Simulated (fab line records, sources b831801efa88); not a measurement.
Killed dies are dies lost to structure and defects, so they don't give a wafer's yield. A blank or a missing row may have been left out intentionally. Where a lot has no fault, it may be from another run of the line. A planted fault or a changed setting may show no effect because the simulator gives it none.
A single fault, viewed from 2 desks    flow sky130    every desk sees just its own numbers, and what lay behind them comes last

== AT THE METROLOGY DESK ==
Lot by lot, what the gauges showed, no matter which tool ran the lot: averages of those sampled wafers that carry a number. A lot is out of limits, marked OUT, if its mean lies more than 4 standard deviations from the usual mean; the brackets give that distance.
Columns: A = LDD_HVN_TW at SKY_LDD_HVN_TW_MEAS_10, usual 1439
lot   first seen here  A
L918  day 20 12:01     1441
L920  day 21 06:01     1445
L921  day 21 15:23     1442
L922  day 21 18:35     1446
L923  day 22 03:25     1438
L925  day 23 19:11     1451
L926  day 23 20:04     1449
L927  day 23 22:26     1421
L929  day 24 07:14     1421
L928  day 24 10:20     1435
L931  day 25 00:20     1442
L932  day 25 16:04     1236 (-23) OUT
L933  day 25 19:52     1243 (-22) OUT
L935  day 26 11:07     1441
This desk's finding: out of limits on L932, L933; first on L932, day 25 16:04 (LDD_HVN_TW at SKY_LDD_HVN_TW_MEAS_10). Within limits: L918, L920, L921, L922, L923, L925, L926, L927, L929, L928, L931, L935.

== AT THE TOOL OWNER'S DESK: implanter-03 ==
For each lot that ran on this tool, the mean over its sampled wafers that have a number, from the tool's own readings at SKY_LDD_HVN_IMPLANT_08. A lot is out of limits, marked OUT, if its mean lies more than 4 standard deviations from the usual mean; the brackets give that distance.
Columns: A = dose_ions_cm2 at SKY_LDD_HVN_IMPLANT_08, usual 2.999e+13; B = faraday_current_uA at SKY_LDD_HVN_IMPLANT_08, usual 169
lot   first seen here  A                            B
L925  day 23 18:58     3.003e+13                    167
L931  day 25 00:07     2.999e+13                    166
L932  day 25 15:49     1.862e+13 (-99 or more) OUT  105 (-18) OUT
L933  day 25 19:37     1.862e+13 (-99 or more) OUT  105 (-18) OUT
This desk finds L932, L933 out of limits, L932 being first, at day 25 15:49 (dose_ions_cm2 at SKY_LDD_HVN_IMPLANT_08). Within limits: L925, L931.

== PUT TOGETHER ==
The tool owner's desk had the chance to raise an alarm at day 25 15:49 on L932, L933.
At day 25 16:04 the metrology desk could have sounded an alarm, on L932, L933.
The lots listed all ran SKY_LDD_HVN_IMPLANT_08 on implanter-03.

== WHAT THE SIMULATOR HAD PUT IN ==
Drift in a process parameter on implanter-03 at SKY_LDD_HVN_IMPLANT_08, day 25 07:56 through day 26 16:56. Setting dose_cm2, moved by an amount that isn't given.
Shown lots that were struck: L932, L933.
Fault start to first reading out of limits, in hours, per desk: tool owner, 8; metrology, 8.
